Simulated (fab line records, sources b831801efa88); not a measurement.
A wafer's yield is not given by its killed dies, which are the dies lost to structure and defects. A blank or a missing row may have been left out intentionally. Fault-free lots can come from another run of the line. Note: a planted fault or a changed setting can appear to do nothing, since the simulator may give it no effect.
Matching of chambers | flow sky130 | 4 sister chambers for SKY_VIA1_CMP_24 on cmp-01
The step polishes, stops on SiO2, t overpolish 15 s, target thk 0 nm. 8 wafers are shown with their chamber, then 12 later ones without.

## EACH WAFER AND ITS CHAMBER
wafer  | chamber | motor_current_A (A) | time_to_endpoint_s (s)
L086.4 | 0       | 10.8                | 64
L086.6 | 2       | 13.9                | 56
L088.2 | 1       | 10.5                | 64
L088.3 | 2       | 13.3                | 61
L088.4 | 3       | 11.8                | 61
L089.1 | 0       | 10.9                | 65
L089.3 | 3       | 12.5                | 60
L089.4 | 1       | 10.8                | 64

## WAFERS WITHOUT THEIR CHAMBER
wafer  | motor_current_A (A) | time_to_endpoint_s (s)
L091.3 | 12.8                | 60
L091.5 | 9.9                 | 64
L091.6 | 13.8                | 63
L093.1 | 10.6                | 67
L093.4 | 12.3                | 59
L093.5 | 10.3                | 68
L094.1 | 12.4                | 56
L094.2 | 13.7                | 59
L094.3 | 10.9                | 66
L095.2 | 13.4                | 60
L095.3 | 12.4                | 60
L095.4 | 10.8                | 64

## WHICH CHAMBER EACH ONE RAN IN
wafer  | from the rows above     | in truth
L091.3 | can't be placed: 3 or 2 | 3
L091.5 | can't be placed: 1 or 0 | 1
L091.6 | 2                       | 2
L093.1 | can't be placed: 0 or 1 | 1
L093.4 | 3                       | 3
L093.5 | can't be placed: 1 or 0 | 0
L094.1 | can't be placed: 3 or 2 | 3
L094.2 | 2                       | 2
L094.3 | can't be placed: 0 or 1 | 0
L095.2 | 2                       | 2
L095.3 | 3                       | 3
L095.4 | can't be placed: 0 or 1 | 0
Correct placement for 5 of the 12. Can't be placed from these rows: 7 (the true chamber is among the candidates in 7). Placed wrongly: 0.
How it was worked out, from the rows above alone: a wafer's distance from a chamber is the root of the sum, over the readings, of the square of ((its reading less the chamber's mean) divided by the reading's scatter). The wafer belongs to the nearest chamber; if the next one is less than 2 further off, it can't be placed. Each chamber's mean is taken over the wafers shown for it. How the scatter is found: for the shown wafers, subtract from each reading the mean of its chamber, square and add these, divide the total by (wafers less chambers), then take the root.
